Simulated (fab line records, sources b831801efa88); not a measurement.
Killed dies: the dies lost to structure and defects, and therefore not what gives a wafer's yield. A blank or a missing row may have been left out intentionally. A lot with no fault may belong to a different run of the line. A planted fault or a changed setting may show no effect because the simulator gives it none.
Comparing a struck lot with a sound one    flow sfqLine    42 out of 325 route steps
Sound: the wafers L163.1, L163.4, L163.5. Struck: wafer L168.4. (L168.1 of the same lot was not struck and is left out.) The cause comes at the end.
Each step with rows lists, per side, the tool, then ch with its chambers, then its first start. Under that, the readings that differ: sound wafers    struck wafers    difference of the means    sigmas: that difference in standard deviations of wafers without a fault.
alike: readings with means less than 2 such deviations apart, plus words and numbers identical on both sides. not compared: withheld readings, readings lacking a value on some wafer, bounds such as >300 that could conceal the same value, and numbers that have no deviation in the record and whose values overlap.
A row with sigmas, a row that says differs or no value, or rows on one side alone: a step with any of these is where the two part. Numbers that have no deviation but don't overlap get no sigmas and don't part them. A reading that every wafer of one side lacks parts them only if that side has two wafers or more.

SFQ_L0_RS_MEAS_901: measurement is done with a four-point probe.
  sound: filmMetro-01 at day 2 23:34; struck: filmMetro-02 at day 4 00:34
reading                 sound           struck  difference  sigmas
L0_MONX_KI_RS (ohm/sq)  43.7 43.8 43.9  42.9    -0.9        -2
SFQ_L0_THK_MEAS_902: measures by xrf.
  sound: filmMetro-01 at day 2 23:41; struck: filmMetro-02 at day 4 00:41
reading              sound           struck  difference  sigmas
L0_MONX_KI_THK (nm)  39.8 39.4 39.7  40.6    +1.0        +2
then, 6 steps without rows for these wafers: SFQ_TRILAYER_L0_LITHO_COAT_010 (resist thk 62 nm); SFQ_TRILAYER_L0_LITHO_COAT_005 (resist thk 600 nm); SFQ_TRILAYER_L0_LITHO_SOFTBAKE_009; SFQ_TRILAYER_L0_LITHO_EXPOSE_006 (exposes mask L0, target cd 2000 nm); SFQ_TRILAYER_L0_LITHO_PEB_008 (peb time 60 s); SFQ_TRILAYER_L0_LITHO_DEVELOP_007 (time 60 s).
SFQ_TRILAYER_L0_BARC_OPEN_METAL_ETCH_010: etches BARC in O2, target depth 125 nm, time 41.7 s.
  sound on rieMetal-04 ch 0, day 4 05:23; struck on rieMetal-04 ch 1, day 5 11:13
  alike: drypumpMotorCurrentA, oesProductAu
  not compared: rfHoursCounterH
SFQ_TRILAYER_L0_ETCH_METAL_ETCH_008: etches MoNx KI in SF6/O2, stops on SiO2, target depth 50 nm, time 25 s.
  sound on rieMetal-04 ch 0, day 4 05:28; struck on rieMetal-04 ch 1, day 5 11:16
reading              sound              struck  difference  sigmas
oesProductAu (a.u.)  0.874 0.863 0.865  0.880   +0.013      +2
  alike: drypumpMotorCurrentA
  not compared: rfHoursCounterH
SFQ_TRILAYER_L0_STRIP_STRIP_009: strips in O2.
  sound on rieMetal-04 ch 0, day 4 05:31; struck on rieMetal-04 ch 1, day 5 11:19
reading              sound              struck  difference  sigmas
oesProductAu (a.u.)  0.994 0.997 1.007  0.983   -0.016      -2
  alike: drypumpMotorCurrentA
  not compared: rfHoursCounterH
then, 1 step without rows for these wafers: SFQ_TRILAYER_L0_STRIP_SOLV_CLEAN_010 (cleans in NMP, time 600 s).
SFQ_TRILAYER_L0_CAP_PECVD_011: deposits SiO2 from SiH4/N2O, time 13.333 s, target thk 60 nm.
  sound on pecvd-01 ch 0,1,2, day 4 06:30; struck on pecvd-04 ch 1, day 5 12:05
reading                                             sound              struck  difference  sigmas
heaterPowerW (W)                                    88 126 78          48      -49         -2
throttleValvePct (%)                                23.1 22.4 22.3     27.1    +4.5        +3
model.SiO2_of_TRILAYER_L0_CAP_PECVD_011.thkNm (nm)  59.88 60.32 61.92  89.95   +29.24      
then, 6 steps without rows for these wafers: SFQ_TRILAYER_L0_VIA_LITHO_COAT_018 (resist thk 62 nm); SFQ_TRILAYER_L0_VIA_LITHO_COAT_013 (resist thk 650 nm); SFQ_TRILAYER_L0_VIA_LITHO_SOFTBAKE_017; SFQ_TRILAYER_L0_VIA_LITHO_EXPOSE_014 (exposes mask L0V, target cd 700 nm); SFQ_TRILAYER_L0_VIA_LITHO_PEB_016 (peb time 60 s); SFQ_TRILAYER_L0_VIA_LITHO_DEVELOP_015 (time 60 s).
SFQ_L0V_OVL_MEAS_903:
  sound: overlay-02 at day 5 19:43; struck: overlay-02 at day 6 23:19
  alike: L0V_OVL
then, 1 step without rows for these wafers: SFQ_TRILAYER_L0_VIA_BARC_OPEN_VIA_ETCH_021 (etches BARC in O2, target depth 125 nm, time 41.7 s).
SFQ_TRILAYER_L0_VIA_ETCH_VIA_ETCH_016: etches SiO2 in CHF3, stops on MoNx KI, target depth 80 nm.
  sound on rieDiel-02 ch 1,3, day 5 19:47; struck on rieDiel-02 ch 1, day 6 23:23
reading                        sound              struck  difference  sigmas
oesProductAu (a.u.)            0.836 0.848 0.859  1.012   +0.164      +23
model.L0V.featureDepthNm (nm)  59.88 60.32 61.92  81.83   +21.12      
model.etch.depthNm (nm)        59.88 60.32 61.92  81.83   +21.12      
  alike: drypumpMotorCurrentA
SFQ_TRILAYER_L0_VIA_STRIP_STRIP_017: strips in O2.
  sound on rieMetal-03 ch 0,1, day 5 19:50; struck on rieMetal-01 ch 1, day 6 23:26
  alike: drypumpMotorCurrentA, oesProductAu
  not compared: rfHoursCounterH
then, 1 step without rows for these wafers: SFQ_TRILAYER_L0_VIA_STRIP_SOLV_CLEAN_018 (cleans in NMP, time 600 s).
SFQ_TRILAYER_M0_DEP_PRE_CLEAN_020: time 15 s.
  sound: pvdSputter-05 at day 5 20:37; struck: pvdSputter-05 at day 7 00:13
reading                                             sound              struck  difference  sigmas
model.SiO2_of_TRILAYER_L0_CAP_PECVD_011.thkNm (nm)  54.88 55.32 56.92  84.95   +29.24      
then, 1 step without rows for these wafers: SFQ_TRILAYER_M0_DEP_SPUTTER_019 (material Nb, target thk 200 nm, time 133.3 s).
SFQ_M0_RS_MEAS_904: measurement is done with a four-point probe.
  sound: filmMetro-02 at day 5 20:44; struck: filmMetro-03 at day 7 00:20
  alike: M0_NB_RS
then, 6 steps without rows for these wafers: SFQ_TRILAYER_M0_LITHO_COAT_026 (resist thk 62 nm); SFQ_TRILAYER_M0_LITHO_COAT_021 (resist thk 600 nm); SFQ_TRILAYER_M0_LITHO_SOFTBAKE_025; SFQ_TRILAYER_M0_LITHO_EXPOSE_022 (exposes mask M0, target cd 500 nm); SFQ_TRILAYER_M0_LITHO_PEB_024 (peb time 60 s); SFQ_TRILAYER_M0_LITHO_DEVELOP_023 (time 60 s).
SFQ_M0_OVL_MEAS_906:
  sound: overlay-01 at day 7 07:43; struck: overlay-02 at day 8 11:17
reading      sound     struck  difference  sigmas
M0_OVL (nm)  -6 -3 -5  -16     -11         -2
SFQ_TRILAYER_M0_BARC_OPEN_METAL_ETCH_031: etches BARC in O2, target depth 125 nm, time 41.7 s.
  sound on rieMetal-04 ch 0, day 7 07:45; struck on rieMetal-03 ch 1, day 8 11:19
  alike: drypumpMotorCurrentA, oesProductAu
  not compared: rfHoursCounterH
then, 5 steps without rows for these wafers: SFQ_TRILAYER_M0_ETCH_METAL_ETCH_024 (etches Nb in Cl2/Ar, stops on SiO2, target depth 240 nm, time 120 s); SFQ_TRILAYER_M0_STRIP_STRIP_025 (strips in O2); SFQ_TRILAYER_M0_STRIP_SOLV_CLEAN_026 (cleans in NMP, time 600 s); SFQ_TRILAYER_I0_DEP_PECVD_027 (deposits SiO2 from SiH4/N2O, time 111.11 s, target thk 500 nm); SFQ_TRILAYER_I0_CMP_CMP_028 (polishes SiO2).
SFQ_I0_BOW_MEAS_907:
  sound: filmMetro-04 at day 8 01:28; struck: filmMetro-03 at day 9 06:19
  alike: I0_BOW
-- the record jumps here: 77 days lie between the struck wafers' starts before and after (it left off in module I0 and takes up again in module M8, whose first step shown is number 325 of the route) --
SFQ_M8_BOW_MEAS_951:
  sound: filmMetro-03 at day 82 07:07; struck: filmMetro-04 at day 86 15:23
reading                  sound              struck  difference  sigmas
model.etest.l0v.linkOhm  44.63 44.83 44.77  1e+06   +1e+06      
  alike: M8_BOW

WHERE THEY PART
At SFQ_L0_RS_MEAS_901 first; at SFQ_M0_OVL_MEAS_906 last (within this record only). Later steps at which nothing parts them and some readings are alike: SFQ_TRILAYER_M0_BARC_OPEN_METAL_ETCH_031, SFQ_I0_BOW_MEAS_907, SFQ_M8_BOW_MEAS_951.

WHY: whatever the simulator had introduced
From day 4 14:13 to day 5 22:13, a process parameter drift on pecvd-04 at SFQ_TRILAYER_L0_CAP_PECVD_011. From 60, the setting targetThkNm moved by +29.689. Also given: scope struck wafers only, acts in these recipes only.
